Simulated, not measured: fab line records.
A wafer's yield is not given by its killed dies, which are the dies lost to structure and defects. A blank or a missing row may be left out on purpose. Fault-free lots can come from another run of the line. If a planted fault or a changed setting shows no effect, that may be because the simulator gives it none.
2 desks, one fault + flow sky130 + each desk holds nothing but its own numbers, with what lay behind them at the end

## THE TOOL OWNER'S DESK: rie-diel-02
The tool's own readings at SKY_VIA2_ETCH_15 (etches SiO2 in C4F8/O2/Ar, stops on TiN, target depth 546 nm, time 84 s): means of the sampled wafers that have a number, for each lot that ran on this tool. Marked OUT: a lot whose mean sits more than 4 standard deviations from the usual mean, which makes it out of limits; the brackets give that distance.
Columns: A = oes-product-au at SKY_VIA2_ETCH_15, usual 0.940 a.u.
| lot  | first seen here | A     |
|------|-----------------|-------|
| L736 | day 38 04:43    | 0.945 |
| L737 | day 38 05:04    | 0.939 |
| L738 | day 38 05:13    | 0.942 |
| L740 | day 39 02:37    | 0.938 |
| L753 | day 42 15:13    | 0.939 |
Result from this desk: across the 5 lots, nothing is out of limits.

## METROLOGY DESK
What the gauges read, lot by lot, whatever tool the lot ran on: means of the sampled wafers that have a number. Marked OUT: a lot whose mean sits more than 4 standard deviations from the usual mean, which makes it out of limits; the brackets give that distance.
Columns: A = METAL2_OVL at SKY_METAL2_OVL_MEAS_16, usual -5 nm; B = cd-nm at SKY_VIA2_CD_MEAS_12, usual 200.4 nm
| lot  | first seen here | A   | B     |
|------|-----------------|-----|-------|
| L736 | day 37 01:16    | -3  | 200.7 |
| L737 | day 37 01:37    | -11 | 201.6 |
| L738 | day 37 01:50    | -3  | 199.6 |
| L740 | day 38 00:32    | -2  | 199.0 |
| L739 | day 38 01:47    | -3  | 201.4 |
| L746 | day 40 04:56    | -5  | 200.8 |
| L748 | day 40 08:22    | -9  | 202.1 |
| L752 | day 41 13:13    | -12 | 200.2 |
| L753 | day 41 14:13    | -2  | 199.1 |
| L751 | day 41 14:56    | -3  | 201.3 |
| L754 | day 41 16:04    | -2  | 201.0 |
Result from this desk: across the 11 lots, nothing is out of limits.

## TAKEN TOGETHER
The tool owner's desk saw nothing out of limits.
Metrology desk: nothing out of limits seen.

## WHAT HAD BEEN PUT IN BY THE SIMULATOR
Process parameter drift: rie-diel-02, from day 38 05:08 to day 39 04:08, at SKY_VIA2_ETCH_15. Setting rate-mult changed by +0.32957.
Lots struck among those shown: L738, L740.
